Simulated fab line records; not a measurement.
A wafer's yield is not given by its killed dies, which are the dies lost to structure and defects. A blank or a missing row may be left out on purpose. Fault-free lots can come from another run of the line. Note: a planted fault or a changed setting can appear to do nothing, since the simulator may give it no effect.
The tool behind it: which one?    flow gf180mcu    24 lots, 72 wafers sampled, at 5 steps of a route of 602

## WHAT EACH GAUGE READ, for each wafer
GF_M1_THK_MEAS_06: measures by xrf.
lot   measured      on             M1_ALCU_THK (nm)
L074  day 16 01:56  film_metro-01  446 442 444
L075  day 17 04:04  film_metro-02  445 430 430
L077  day 17 12:38  film_metro-01  464 462 453
L076  day 17 15:38  film_metro-01  450 446 451
L078  day 17 23:37  film_metro-02  450 444 438
L079  day 18 10:02  film_metro-04  435 441 446
L080  day 18 11:23  film_metro-02  452 455 442
L081  day 19 01:29  film_metro-02  445 443 441
L082  day 19 10:10  film_metro-04  446 441 444
L083  day 19 23:17  film_metro-04  440 427 438
L084  day 20 00:50  film_metro-02  445 441 438
L085  day 20 11:14  film_metro-04  445 445 454
L086  day 20 14:05  film_metro-01  444 439 443
L087  day 20 22:33  film_metro-04  443 448 448
L088  day 21 07:14  film_metro-01  448 448 439
L089  day 21 16:47  film_metro-01  451 440 445
L090  day 21 23:37  film_metro-01  442 441 446
L091  day 22 05:32  film_metro-04  445 452 450
L092  day 22 20:10  film_metro-02  447 458 446
L093  day 23 01:24  film_metro-04  442 444 449
L094  day 23 12:44  film_metro-02  452 448 447
L095  day 23 19:19  film_metro-01  442 451 453
L096  day 23 23:15  film_metro-01  446 447 448
L097  day 24 05:13  film_metro-01  444 447 450

GF_V3_BOW_MEAS_05.
lot   measured      on             V3_BOW (um)
L074  day 21 08:29  film_metro-03  117 128 120
L075  day 22 10:26  film_metro-04  122 129 120
L077  day 22 17:46  film_metro-04  111 119 120
L076  day 22 22:23  film_metro-02  106 117 108
L078  day 23 04:49  film_metro-04  121 113 118
L079  day 23 16:17  film_metro-04  132 116 131
L080  day 23 18:10  film_metro-03  116 115 106
L081  day 24 06:27  film_metro-02  120 111 121
L082  day 24 14:22  film_metro-03  121 126 120
L083  day 25 02:33  film_metro-02  112 126 113
L084  day 25 03:43  film_metro-02  134 124 118
L085  day 25 12:05  film_metro-02  105 110 118
L086  day 25 15:11  film_metro-02  97 101 103
L087  day 25 21:58  film_metro-04  128 132 111
L088  day 26 07:10  film_metro-04  111 107 104
L089  day 26 15:17  film_metro-03  126 123 122
L090  day 26 19:41  film_metro-03  92 127 139
L091  day 27 02:21  film_metro-02  107 122 115
L092  day 27 14:35  film_metro-04  130 129 134
L093  day 27 18:43  film_metro-02  135 123 123
L094  day 28 03:47  film_metro-02  117 121 123
L095  day 28 12:29  film_metro-02  123 120 112
L096  day 28 14:35  film_metro-04  128 120 127
L097  day 28 19:27  film_metro-04  122 127 123

GF_M4_THK_MEAS_06: measures by xrf.
lot   measured      on             M4_ALCU_THK (nm)
L074  day 22 10:18  film_metro-04  449 454 456
L075  day 23 11:15  film_metro-04  448 447 446
L077  day 23 19:03  film_metro-03  437 443 438
L076  day 23 23:20  film_metro-04  447 452 443
L078  day 24 05:31  film_metro-01  439 451 448
L079  day 24 16:09  film_metro-03  436 439 443
L080  day 24 17:43  film_metro-03  442 448 440
L081  day 25 06:31  film_metro-03  448 454 448
L082  day 25 13:46  film_metro-04  440 444 437
L083  day 26 01:49  film_metro-03  444 446 446
L084  day 26 02:44  film_metro-04  444 451 451
L085  day 26 10:59  film_metro-04  446 443 448
L086  day 26 13:59  film_metro-03  455 454 452
L087  day 26 20:43  film_metro-03  441 439 433
L088  day 27 05:08  film_metro-04  457 454 451
L089  day 27 13:28  film_metro-03  445 443 441
L090  day 27 18:20  film_metro-03  447 436 443
L091  day 27 23:41  film_metro-03  445 453 453
L092  day 28 12:24  film_metro-04  448 446 448
L093  day 28 16:53  film_metro-01  442 451 452
L094  day 29 00:43  film_metro-01  450 455 448
L095  day 29 09:44  film_metro-04  454 448 447
L096  day 29 11:55  film_metro-01  448 442 444
L097  day 29 15:54  film_metro-03  444 441 441

GF_V4_CD_MEAS_14 targets a cd of 260 nm.
lot   measured      on         cd_nm (nm)
L074  day 24 08:11  cd_sem-02  260.5 261.9 261.4
L075  day 25 08:41  cd_sem-02  259.5 258.2 260.4
L077  day 25 16:25  cd_sem-02  260.7 261.0 260.7
L076  day 25 19:33  cd_sem-01  260.5 261.0 261.9
L078  day 26 01:35  cd_sem-01  262.2 262.2 262.2
L079  day 26 11:47  cd_sem-01  257.7 259.3 258.7
L080  day 26 13:19  cd_sem-01  259.2 258.9 259.2
L081  day 27 02:05  cd_sem-01  261.2 261.8 261.3
L082  day 27 08:36  cd_sem-01  261.4 261.3 260.3
L083  day 27 19:11  cd_sem-01  261.3 261.0 261.0
L084  day 27 20:17  cd_sem-01  260.1 260.1 260.9
L085  day 28 04:20  cd_sem-02  260.1 258.1 260.6
L086  day 28 07:14  cd_sem-01  259.1 258.9 259.1
L087  day 28 13:26  cd_sem-01  260.6 261.7 260.0
L088  day 28 22:31  cd_sem-02  262.4 262.0 262.6
L089  day 29 05:41  cd_sem-02  260.8 261.4 261.4
L090  day 29 10:47  cd_sem-01  258.6 258.9 260.1
L091  day 29 16:44  cd_sem-01  260.6 261.6 262.1
L092  day 30 03:59  cd_sem-02  260.0 261.1 260.1
L093  day 30 07:37  cd_sem-02  259.7 260.2 259.8
L094  day 30 15:19  cd_sem-02  260.6 259.4 259.8
L095  day 30 23:41  cd_sem-02  259.9 259.4 259.9
L096  day 31 02:04  cd_sem-01  261.5 261.6 261.4
L097  day 31 06:03  cd_sem-02  261.1 261.5 258.9

## WHAT TOOL EACH LOT RAN ON (gives the tool, then ch and the chambers of the sampled wafers, and finally the start)
lot   GF_V2_CMP_04
L074  cmp-02 ch 0,1,3, day 19 04:31
L075  cmp-02 ch 0,2,3, day 20 07:49
L077  cmp-02 ch 0,1,2, day 20 15:50
L076  cmp-02 ch 2,3, day 20 20:23
L078  cmp-02 ch 0,2,3, day 21 03:04
L079  cmp-01 ch 2,3, day 21 13:58
L080  cmp-02 ch 1,3, day 21 15:32
L081  cmp-01 ch 1,2,3, day 22 05:58
L082  cmp-01 ch 1,2,3, day 22 14:44
L083  cmp-02 ch 0,3, day 23 01:46
L084  cmp-01 ch 0,2,3, day 23 03:53
L085  cmp-01 ch 0,2,3, day 23 13:23
L086  cmp-01 ch 0,1,3, day 23 16:11
L087  cmp-01 ch 1,2,3, day 24 00:22
L088  cmp-01 ch 0,1,3, day 24 08:36
L089  cmp-01 ch 1,3, day 24 17:19
L090  cmp-01 ch 1,3, day 24 22:43
L091  cmp-01 ch 0,2,3, day 25 05:07
L092  cmp-01 ch 1,2,3, day 25 18:44
L093  cmp-01 ch 0,1,2, day 25 21:24
L094  cmp-02 ch 1,3, day 26 08:38
L095  cmp-01 ch 0,2,3, day 26 15:49
L096  cmp-01 ch 0,1,2, day 26 19:18
L097  cmp-01 ch 0,1,2, day 27 00:05
- GF_V2_CMP_04: polishes SiO2.

## WHAT THE TOOLS THEMSELVES READ (means of the sampled wafers that have a number; where no wafer has one, the mark that the record gives instead)
GF_V2_CMP_04.
lot   tool    motor_current_A (A)  time_to_endpoint_s (s)
L074  cmp-02  10.9                 85
L075  cmp-02  11.2                 86
L077  cmp-02  11.3                 82
L076  cmp-02  11.7                 83
L078  cmp-02  10.9                 79
L079  cmp-01  10.8                 82
L080  cmp-02  11.4                 71
L081  cmp-01  12.2                 85
L082  cmp-01  11.8                 76
L083  cmp-02  10.7                 78
L084  cmp-01  11.1                 75
L085  cmp-01  10.9                 79
L086  cmp-01  12.2                 82
L087  cmp-01  11.7                 77
L088  cmp-01  12.3                 79
L089  cmp-01  12.3                 80
L090  cmp-01  13.0                 77
L091  cmp-01  11.2                 83
L092  cmp-01  12.0                 75
L093  cmp-01  11.9                 81
L094  cmp-02  11.2                 82
L095  cmp-01  11.5                 85
L096  cmp-01  12.5                 80
L097  cmp-01  12.0                 77

## THE ANSWER, worked out from the rows above alone
Rule: the usual values come from the lots themselves. The widest of any qualifying gaps counts: lots, ordered by their means at a reading, are off when they make up no more than a third of the lots, leave a main group of 4 or more, and stand apart from it by 3 or more times the standard deviation of that group's means. Not used: any main group whose means are identical at the precision the tables above print for the reading. Also off: a lot with no number at a reading for which 4 or more lots have one. Any other lot the step has rows for is counted as sound. First the gauges in route order, then the tools' own readings, where a lot's mean is used as printed above. At the first step where some lot is off, the reading lying furthest off is the one used; lots without a number count as furthest.
No lot is off at any reading shown: from this, nothing can be told.

## WHAT WAS PUT IN BY THE SIMULATOR
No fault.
